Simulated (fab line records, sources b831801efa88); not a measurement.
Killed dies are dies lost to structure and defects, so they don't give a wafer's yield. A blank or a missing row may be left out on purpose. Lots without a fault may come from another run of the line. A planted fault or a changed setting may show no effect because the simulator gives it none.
fab line records | flow sky130
record lots=24 wafers=72 last_day=50
route steps=708 shown FIELD_ISO@5 SD_N@350 CONTACT@422 VIA2@508 METAL3@535
lots that met no fault: from a run of the same line without faults
start_h: hours from the record's first day to the start of the lot's first wafer shown | wait_h: hours since the lot's step before | " the same as in the row above | L1.1+2: a row that stands for several wafers | - no value, or no start given | * or withheld: withheld | < > ~ a bound
route shown NAME@n: a module of which the file shows steps, and the number in the route of the first | usual: mean/standard deviation of fault-free wafers | same: alike in all rows | chamber/n: place in a boat | sites: the reading at each site | _std_site: their standard deviation | _edge_site: outer sites' mean less inner sites' | radius_mm: how far each site lies from the wafer's centre | mask NAME#n: copy n | behind: the tool/chamber that last shaped the wafer | hold: why the lot was held/for how many hours/how that ended | device: the transistor (n, p or np) that didn't switch | end of line: the same wafers' tests at the end of the route | a step without rows: its recipe alone | killed: dies lost to structure and defects at the first sort, not the wafer's yield | map: a wafer's dies, x killed, . not, _ none there
set.NAME: the setting as run; set.NAME@STEP: as run at that earlier step | model.NAME: the simulator's own value behind a step, which no gauge read
steps of the route over a sample of lots; a table a step, a row a wafer
services: from which hour (start_h, from the record's first day; less than 0 if before it) a tool's chamber was out of use, for how many hours, and why
## steps
# step SKY_FIELD_ISO_THK_MEAS_04
# recipe reads=Si3N4_of_FIELD_ISO_CVD_03
# usual FIELD_ISO_CVD_03_THK=164.4/1.3
# columns lot.wafer tool chamber start_h wait_h FIELD_ISO_CVD_03_THK[nm]
L074.3 film_metro-02 - 14.59 0.0 166.9
L074.5 " - " " 166.7
L074.6 " - " " 166.7
L075.1 film_metro-04 - 20.46 0.0 163.2
L075.3 " - " " 164.1
L075.5 " - " " 163.3
L076.1 film_metro-02 - 24.84 0.0 165.9
L076.4 " - " " 167.2
L076.5 " - " " 168.2
L077.2 film_metro-01 - 30.40 0.0 161.3
L077.5 " - " " 162.9
L077.6 " - " " 162.1
L078.3 film_metro-04 - 35.96 0.0 164.6
L078.5 " - " " 164.2
L078.6 " - " " 166.2
L079.2 film_metro-04 - 38.95 0.0 164.5
L079.4 " - " " 163.8
L079.6 " - " " 163.9
L080.3 film_metro-01 - 43.80 0.0 163.8
L080.4 " - " " 162.8
L080.6 " - " " 163.3
L081.2 film_metro-04 - 50.55 0.0 165.7
L081.3 " - " " 163.6
L081.6 " - " " 164.3
L082.1 film_metro-01 - 55.26 0.0 164.3
L082.5 " - " " 162.6
L082.6 " - " " 163.9
L083.1 film_metro-02 - 58.70 0.0 163.7
L083.2 " - " " 163.7
L083.4 " - " " 164.3
L084.2 film_metro-01 - 64.42 0.0 165.2
L084.4 " - " " 164.5
L084.5 " - " " 165.2
L085.2 film_metro-02 - 69.09 0.0 164.2
L085.3 " - " " 165.0
L085.4 " - " " 166.7
L086.4 film_metro-02 - 75.47 0.0 164.7
L086.5 " - " " 164.4
L086.6 " - " " 165.0
L087.2 film_metro-02 - 80.95 0.0 164.2
L087.4 " - " " 163.2
L087.6 " - " " 163.5
L088.2 film_metro-04 - 86.23 0.0 165.9
L088.3 " - " " 166.1
L088.5 " - " " 165.8
L089.1 film_metro-01 - 88.48 0.0 163.3
L089.4 " - " " 162.9
L089.5 " - " " 163.6
L090.1 film_metro-04 - 94.52 0.0 164.2
L090.2 " - " " 165.1
L090.4 " - " " 165.0
L091.1 film_metro-01 - 99.86 0.0 164.5
L091.3 " - " " 163.5
L091.4 " - " " 163.4
L092.2 film_metro-02 - 107.97 0.0 163.2
L092.4 " - " " 163.3
L092.5 " - " " 163.1
L093.2 film_metro-01 - 112.16 0.0 163.9
L093.5 " - " " 164.3
L093.6 " - " " 163.1
L094.4 film_metro-01 - 114.82 0.0 165.3
L094.5 " - " " 164.2
L094.6 " - " " 166.1
L095.1 film_metro-04 - 118.82 0.0 165.7
L095.2 " - " " 164.4
L095.5 " - " " 163.7
L096.1 film_metro-04 - 124.69 0.0 164.1
L096.5 " - " " 164.3
L096.6 " - " " 166.0
L097.1 film_metro-01 - 128.90 0.0 163.9
L097.4 " - " " 164.9
L097.6 " - " " 165.1
# step SKY_SD_N_OVL_MEAS_08
# usual SD_N_OVL=-0.5/1.1
# columns lot.wafer tool chamber start_h wait_h SD_N_OVL[nm]
L074.3 overlay-02 - 641.68 0.1 -0.7
L074.5 " - " " -1.2
L074.6 " - " " -1.0
L075.1 overlay-01 - 650.04 0.1 2.1
L075.3 " - " " 0.8
L075.5 " - " " 2.1
L076.1 overlay-02 - 659.38 0.1 0.8
L076.4 " - " " 0.9
L076.5 " - " " 0.8
L077.2 overlay-02 - 674.92 0.1 -1.1
L077.5 " - " " 0.6
L077.6 " - " " -1.4
L078.3 overlay-02 - 688.16 0.1 -0.7
L078.5 " - " " -2.4
L078.6 " - " " -1.6
L079.2 overlay-01 - 691.00 0.1 -0.5
L079.4 " - " " -2.3
L079.6 " - " " -1.1
L080.3 overlay-02 - 700.43 0.1 -2.3
L080.4 " - " " -1.4
L080.6 " - " " -1.4
L081.2 overlay-01 - 708.97 0.1 -1.5
L081.3 " - " " 0.3
L081.6 " - " " -0.5
L082.1 overlay-01 - 716.64 0.1 -1.4
L082.5 " - " " -3.6
L082.6 " - " " -3.1
L083.1 overlay-01 - 729.94 0.1 0.4
L083.2 " - " " -0.4
L083.4 " - " " 1.1
L084.2 overlay-02 - 730.24 0.1 -1.8
L084.4 " - " " -0.1
L084.5 " - " " -1.7
L085.2 overlay-01 - 738.42 0.1 -0.2
L085.3 " - " " -0.2
L085.4 " - " " 0.2
L086.4 overlay-01 - 758.45 0.1 -1.7
L086.5 " - " " -0.6
L086.6 " - " " 1.5
L087.2 overlay-02 - 762.37 0.1 0.0
L087.4 " - " " -0.2
L087.6 " - " " -0.6
L089.1 overlay-01 - 771.13 0.1 0.0
L089.4 " - " " -0.9
L089.5 " - " " -0.8
L088.2 overlay-01 - 773.79 0.1 0.3
L088.3 " - " " 0.7
L088.5 " - " " 1.0
L090.1 overlay-01 - 776.31 0.1 -1.3
L090.2 " - " " -1.7
L090.4 " - " " -1.0
L091.1 overlay-01 - 780.43 0.1 0.6
L091.3 " - " " 1.0
L091.4 " - " " -0.2
L092.2 overlay-02 - 796.54 0.1 -0.7
L092.4 " - " " -2.4
L092.5 " - " " -2.0
L093.2 overlay-01 - 797.84 0.1 -1.3
L093.5 " - " " -0.1
L093.6 " - " " -1.5
L094.4 overlay-01 - 811.50 0.1 -0.7
L094.5 " - " " -1.5
L094.6 " - " " -0.7
L095.1 overlay-01 - 813.68 0.1 -1.2
L095.2 " - " " -0.6
L095.5 " - " " -1.2
L096.1 overlay-01 - 820.98 0.1 -1.7
L096.5 " - " " 0.0
L096.6 " - " " -1.8
L097.1 overlay-02 - 823.66 0.1 2.4
L097.4 " - " " 2.7
L097.6 " - " " 1.5
# step SKY_CONTACT_ETCH_16
# recipe chemistry=N2/H2 target=BARC ion_energy_ev=200 source_w=500 bias_w=100 pressure_mtorr=30 n2_flow_sccm=100 h2_flow_sccm=200 stop_on=SiO2 time_s=45.9 target_depth_a=600
# usual drypump_motor_current_A=5.5/0.49 oes_product_au=0.855/0.0042 throttle_valve_pct=13.225/0.0094
# columns lot.wafer tool chamber start_h wait_h drypump_motor_current_A oes_product_au rf_hours_counter_h throttle_valve_pct
L074.3 rie_diel-04 1 732.17 0.0 4.9 0.853 15 13.212
L074.5 " 0 " " 5.4 0.856 - 13.225
L074.6 " 3 " " 4.8 0.857 - 13.247
L075.1 rie_diel-01 1 739.68 0.0 4.9 0.848 41 13.225
L075.3 " 3 " " 5.7 0.857 10 13.217
L075.5 " 0 " " 5.9 0.856 - 13.233
L076.1 rie_diel-03 3 748.12 0.0 4.8 0.856 19 13.212
L076.4 " 2 " " 5.2 0.859 4 13.238
L076.5 " 2 " " 5.2 0.852 - 13.232
L077.2 rie_diel-03 2 763.33 0.0 5.2 0.861 4 13.227
L077.5 " 0 " " 5.6 0.852 - 13.228
L077.6 " 1 " " 6.7 0.851 - 13.241
L078.3 rie_diel-01 1 778.13 0.0 4.9 0.853 42 13.215
L078.5 " 1 " " 4.9 0.856 - 13.233
L078.6 " 0 " " 5.9 0.860 - 13.239
L079.2 rie_diel-01 3 779.27 0.0 5.7 0.860 11 13.211
L079.4 " 2 " " 5.8 0.857 - 13.228
L079.6 " 0 " " 5.9 0.855 - 13.226
L080.3 rie_diel-01 3 786.08 0.0 5.7 0.854 11 13.213
L080.4 " 0 " " 5.9 0.855 - 13.235
L080.6 " 3 " " 5.7 0.856 - 13.217
L081.2 rie_diel-01 0 793.67 0.0 5.9 0.849 17 13.230
L081.3 " 2 " " 5.8 0.858 5 13.216
L081.6 " 0 " " 5.9 0.852 - 13.231
L082.1 rie_diel-04 1 801.58 0.0 5.0 0.862 17 13.219
L082.5 " 2 " " 5.7 0.851 - 13.214
L082.6 " 3 " " 4.8 0.858 - 13.220
L083.1 rie_diel-04 3 815.92 0.0 4.8 0.853 8 13.227
L083.2 " 2 " " 5.7 0.858 4 13.227
L083.4 " 1 " " 4.9 0.849 17 13.235
L084.2 rie_diel-01 1 816.33 0.0 5.0 0.863 0 13.220
L084.4 " 3 " " 5.7 0.863 12 13.216
L084.5 " 1 " " 4.9 0.851 - 13.217
L085.2 rie_diel-03 0 825.33 0.0 5.6 0.861 14 13.238
L085.3 " 2 " " 5.2 0.853 6 13.221
L085.4 " 1 " " 6.7 0.865 8 13.216
L086.4 rie_diel-04 0 841.27 0.0 5.4 0.857 5 13.219
L086.5 " 2 " " 5.7 0.849 - 13.220
L086.6 " 1 " " 5.0 0.853 - 13.223
L087.2 rie_diel-03 1 847.13 0.0 6.7 0.858 8 13.226
L087.4 " 0 " " 5.6 0.857 14 13.220
L087.6 " 1 " " 6.8 0.859 - 13.214
L089.1 rie_diel-04 0 855.22 0.0 5.5 0.857 5 13.230
L089.4 " 2 " " 5.7 0.855 5 13.241
L089.5 " 2 " " 5.7 0.859 - 13.237
L088.2 rie_diel-04 2 859.03 0.0 5.7 0.852 6 13.226
L088.3 " 0 " " 5.4 0.858 5 13.216
L088.5 " 0 " " 5.4 0.861 - 13.230
L090.1 rie_diel-03 1 860.28 0.0 6.7 0.853 9 13.222
L090.2 " 0 " " 5.6 0.852 15 13.225
L090.4 " 3 " " 4.8 0.851 22 13.226
L091.1 rie_diel-04 2 864.32 0.0 5.7 0.861 6 13.222
L091.3 " 3 " " 4.8 0.853 10 13.218
L091.4 " 2 " " 5.7 0.853 - 13.234
L092.2 rie_diel-01 3 879.83 0.0 5.7 0.853 14 13.219
L092.4 " 2 " " 5.8 0.863 8 13.237
L092.5 " 0 " " 5.9 0.856 - 13.229
L093.2 rie_diel-01 0 882.08 0.0 5.9 0.865 19 13.223
L093.5 " 1 " " 4.9 0.862 - 13.226
L093.6 " 2 " " 5.8 0.857 - 13.209
L094.4 rie_diel-01 1 895.53 0.0 4.9 0.854 3 13.223
L094.5 " 0 " " 5.9 0.857 - 13.233
L094.6 " 3 " " 5.7 0.857 - 13.229
L095.1 rie_diel-04 2 898.53 0.0 5.7 0.853 7 13.219
L095.2 " 0 " " 5.5 0.850 7 13.217
L095.5 " 0 " " 5.4 0.850 - 13.227
L096.1 rie_diel-03 0 903.87 0.0 5.6 0.849 16 13.219
L096.5 " 3 " " 4.8 0.855 - 13.232
L096.6 " 2 " " 5.2 0.855 - 13.237
L097.1 rie_diel-01 1 906.77 0.0 4.9 0.858 4 13.238
L097.4 " 0 " " 5.9 0.862 20 13.212
L097.6 " 2 " " 5.8 0.861 - 13.231
# step SKY_VIA2_THK_MEAS_01
# recipe reads=SiO2_of_VIA2_HDPCVD_00
# usual VIA2_HDPCVD_THK=1182/12
# columns lot.wafer tool chamber start_h wait_h VIA2_HDPCVD_THK[nm]
L074.3 film_metro-01 - 819.13 0.1 1194
L074.5 " - " " 1198
L074.6 " - " " 1178
L075.1 film_metro-01 - 826.85 0.1 1176
L075.3 " - " " 1183
L075.5 " - " " 1174
L076.1 film_metro-01 - 835.48 0.1 1203
L076.4 " - " " 1204
L076.5 " - " " 1195
L077.2 film_metro-01 - 848.69 0.1 1170
L077.5 " - " " 1178
L077.6 " - " " 1190
L078.3 film_metro-02 - 862.55 0.1 1186
L078.5 " - " " 1188
L078.6 " - " " 1177
L079.2 film_metro-04 - 864.04 0.1 1178
L079.4 " - " " 1174
L079.6 " - " " 1180
L080.3 film_metro-02 - 871.52 0.1 1190
L080.4 " - " " 1168
L080.6 " - " " 1181
L081.2 film_metro-02 - 878.45 0.1 1192
L081.3 " - " " 1193
L081.6 " - " " 1174
L082.1 film_metro-01 - 887.10 0.1 1186
L082.5 " - " " 1160
L082.6 " - " " 1186
L083.1 film_metro-02 - 899.96 0.1 1179
L083.2 " - " " 1171
L083.4 " - " " 1176
L084.2 film_metro-04 - 900.64 0.1 1185
L084.4 " - " " 1201
L084.5 " - " " 1174
L085.2 film_metro-01 - 908.69 0.1 1178
L085.3 " - " " 1176
L085.4 " - " " 1187
L086.4 film_metro-04 - 923.77 0.0 1175
L086.5 " - " " 1193
L086.6 " - " " 1160
L087.2 film_metro-04 - 929.35 0.1 1194
L087.4 " - " " 1184
L087.6 " - " " 1191
L089.1 film_metro-04 - 936.63 0.1 1182
L089.4 " - " " 1179
L089.5 " - " " 1162
L088.2 film_metro-02 - 941.12 0.1 1195
L088.3 " - " " 1180
L088.5 " - " " 1191
L090.1 film_metro-02 - 941.59 0.1 1184
L090.2 " - " " 1179
L090.4 " - " " 1183
L091.1 film_metro-04 - 946.40 0.1 1208
L091.3 " - " " 1189
L091.4 " - " " 1200
L092.2 film_metro-02 - 960.44 0.1 1196
L092.4 " - " " 1192
L092.5 " - " " 1168
L093.2 film_metro-04 - 964.29 0.1 1179
L093.5 " - " " 1170
L093.6 " - " " 1166
L094.4 film_metro-01 - 975.01 0.0 1175
L094.5 " - " " 1183
L094.6 " - " " 1156
L095.1 film_metro-02 - 979.93 0.1 1178
L095.2 " - " " 1186
L095.5 " - " " 1179
L096.1 film_metro-04 - 984.68 0.1 1197
L096.5 " - " " 1208
L096.6 " - " " 1196
L097.1 film_metro-04 - 985.69 0.1 1169
L097.4 " - " " 1166
L097.6 " - " " 1184
# step SKY_VIA2_RS_MEAS_22
# recipe thk_meas_gauge=four-point-probe reads=W_of_VIA2_CVD_21+TiN_of_VIA2_SPUTTER_20
# usual VIA2_W_RS=0.2754/0.0024
# columns lot.wafer tool chamber start_h wait_h VIA2_W_RS[ohm/sq]
L074.3 film_metro-01 - 847.47 0.1 0.2778
L074.5 " - " " 0.2750
L074.6 " - " " 0.2740
L075.1 film_metro-02 - 854.08 0.1 0.2756
L075.3 " - " " 0.2738
L075.5 " - " " 0.2726
L076.1 film_metro-01 - 863.66 0.1 0.2757
L076.4 " - " " 0.2796
L076.5 " - " " 0.2782
L077.2 film_metro-02 - 876.24 0.1 0.2751
L077.5 " - " " 0.2764
L077.6 " - " " 0.2729
L078.3 film_metro-01 - 889.50 0.1 0.2730
L078.5 " - " " 0.2760
L078.6 " - " " 0.2766
L079.2 film_metro-02 - 891.23 0.1 0.2742
L079.4 " - " " 0.2761
L079.6 " - " " 0.2729
L080.3 film_metro-02 - 898.94 0.1 0.2761
L080.4 " - " " 0.2787
L080.6 " - " " 0.2779
L081.2 film_metro-04 - 905.96 0.1 0.2760
L081.3 " - " " 0.2727
L081.6 " - " " 0.2727
L082.1 film_metro-04 - 914.22 0.1 0.2728
L082.5 " - " " 0.2742
L082.6 " - " " 0.2701
L083.1 film_metro-02 - 927.16 0.1 0.2797
L083.2 " - " " 0.2760
L083.4 " - " " 0.2709
L084.2 film_metro-02 - 927.50 0.1 0.2786
L084.4 " - " " 0.2780
L084.5 " - " " 0.2767
L085.2 film_metro-04 - 935.09 0.1 0.2718
L085.3 " - " " 0.2717
L085.4 " - " " 0.2717
L086.4 film_metro-02 - 950.18 0.1 0.2785
L086.5 " - " " 0.2739
L086.6 " - " " 0.2782
L087.2 film_metro-02 - 955.24 0.1 0.2756
L087.4 " - " " 0.2783
L087.6 " - " " 0.2796
L089.1 film_metro-02 - 962.52 0.1 0.2777
L089.4 " - " " 0.2773
L089.5 " - " " 0.2752
L088.2 film_metro-04 - 966.99 0.1 0.2723
L088.3 " - " " 0.2740
L088.5 " - " " 0.2758
L090.1 film_metro-02 - 967.86 0.1 0.2758
L090.2 " - " " 0.2735
L090.4 " - " " 0.2724
L091.1 film_metro-02 - 973.18 0.1 0.2740
L091.3 " - " " 0.2717
L091.4 " - " " 0.2730
L092.2 film_metro-01 - 985.43 0.1 0.2744
L092.4 " - " " 0.2755
L092.5 " - " " 0.2732
L093.2 film_metro-02 - 989.64 0.1 0.2742
L093.5 " - " " 0.2735
L093.6 " - " " 0.2779
L094.4 film_metro-01 - 1000.38 0.1 0.2767
L094.5 " - " " 0.2741
L094.6 " - " " 0.2727
L095.1 film_metro-01 - 1005.26 0.1 0.2752
L095.2 " - " " 0.2786
L095.5 " - " " 0.2782
L096.1 film_metro-04 - 1010.01 0.1 0.2776
L096.5 " - " " 0.2770
L096.6 " - " " 0.2752
L097.1 film_metro-01 - 1010.60 0.1 0.2780
L097.4 " - " " 0.2746
L097.6 " - " " 0.2758
# step SKY_METAL3_SPUTTER_03
# recipe material=Ti target_thk_nm=5 power_w=3000 time_s=3.3 chamber_pressure_pa=0.4
# usual throttle_valve_pct=29.8/1.1
# columns lot.wafer tool chamber start_h wait_h throttle_valve_pct
L074.3 pvd_sputter-02 - 848.00 0.0 28.4
L074.5 " - " " 28.2
L074.6 " - " " 30.1
L075.1 pvd_sputter-04 - 854.65 0.0 31.0
L075.3 " - " " 28.2
L075.5 " - " " 28.2
L076.1 pvd_sputter-04 - 864.22 0.0 28.1
L076.4 " - " " 29.5
L076.5 " - " " 29.7
L077.2 pvd_sputter-01 - 876.78 0.0 29.3
L077.5 " - " " 31.3
L077.6 " - " " 31.1
L078.3 pvd_sputter-01 - 890.04 0.0 29.7
L078.5 " - " " 29.4
L078.6 " - " " 30.9
L079.2 pvd_sputter-02 - 891.77 0.0 27.9
L079.4 " - " " 29.2
L079.6 " - " " 28.4
L080.3 pvd_sputter-04 - 899.65 0.0 31.2
L080.4 " - " " 30.1
L080.6 " - " " 30.6
L081.2 pvd_sputter-02 - 906.51 0.0 29.3
L081.3 " - " " 28.2
L081.6 " - " " 29.8
L082.1 pvd_sputter-04 - 914.79 0.0 29.8
L082.5 " - " " 30.2
L082.6 " - " " 29.7
L083.1 pvd_sputter-02 - 927.73 0.0 28.0
L083.2 " - " " 29.3
L083.4 " - " " 28.3
L084.2 pvd_sputter-04 - 928.05 0.0 28.0
L084.4 " - " " 30.2
L084.5 " - " " 28.4
L085.2 pvd_sputter-01 - 935.75 0.0 30.3
L085.3 " - " " 31.0
L085.4 " - " " 31.2
L086.4 pvd_sputter-01 - 950.83 0.0 31.0
L086.5 " - " " 30.7
L086.6 " - " " 29.1
L087.2 pvd_sputter-01 - 955.79 0.0 31.4
L087.4 " - " " 30.8
L087.6 " - " " 29.1
L089.1 pvd_sputter-01 - 963.09 0.0 30.8
L089.4 " - " " 29.4
L089.5 " - " " 29.2
L088.2 pvd_sputter-04 - 967.54 0.0 28.1
L088.3 " - " " 31.0
L088.5 " - " " 30.4
L090.1 pvd_sputter-02 - 968.43 0.0 29.2
L090.2 " - " " 28.5
L090.4 " - " " 28.8
L091.1 pvd_sputter-02 - 973.75 0.0 30.1
L091.3 " - " " 28.6
L091.4 " - " " 30.2
L092.2 pvd_sputter-02 - 985.97 0.0 28.4
L092.4 " - " " 30.3
L092.5 " - " " 28.6
L093.2 pvd_sputter-04 - 990.20 0.0 30.8
L093.5 " - " " 30.4
L093.6 " - " " 29.6
L094.4 pvd_sputter-01 - 1000.89 0.0 31.3
L094.5 " - " " 31.6
L094.6 " - " " 30.9
L095.1 pvd_sputter-02 - 1005.87 0.0 30.1
L095.2 " - " " 28.1
L095.5 " - " " 30.3
L096.1 pvd_sputter-02 - 1010.58 0.0 29.6
L096.5 " - " " 28.0
L096.6 " - " " 30.1
L097.1 pvd_sputter-04 - 1011.17 0.0 28.4
L097.4 " - " " 30.3
L097.6 " - " " 31.0
## services
# columns tool chamber start_h hours kind
pvd_sputter-04 - 708.30 3.3 repair
pvd_sputter-01 - 735.11 1.0 repair
pvd_sputter-04 - 743.59 1.4 repair
rie_diel-01 1 778.26 - clean
rie_diel-01 1 778.26 22.6 scheduled_down
rie_diel-01 1 778.26 22.6 vent_cycle
pvd_sputter-02 1 779.65 - consumable_replace:kit
pvd_sputter-01 - 782.14 0.5 repair
rie_diel-04 0 785.23 7.2 repair
pvd_sputter-02 - 790.80 6.8 repair
pvd_sputter-04 - 794.33 1.5 repair
rie_diel-01 0 831.13 16.3 repair
rie_diel-04 1 857.28 132.0 repair
rie_diel-03 0 877.53 3.0 repair
rie_diel-01 1 889.88 3.0 repair
rie_diel-01 - 901.19 2.8 pm
rie_diel-03 3 906.55 18.1 repair
rie_diel-03 0 923.31 7.5 repair
rie_diel-01 1 930.33 10.4 repair
rie_diel-03 - 940.15 0.3 repair
rie_diel-01 2 941.44 3.8 repair
rie_diel-03 2 944.49 10.2 repair
rie_diel-03 2 996.65 6.9 repair
pvd_sputter-02 - 1006.96 3.3 repair
## key
fault none
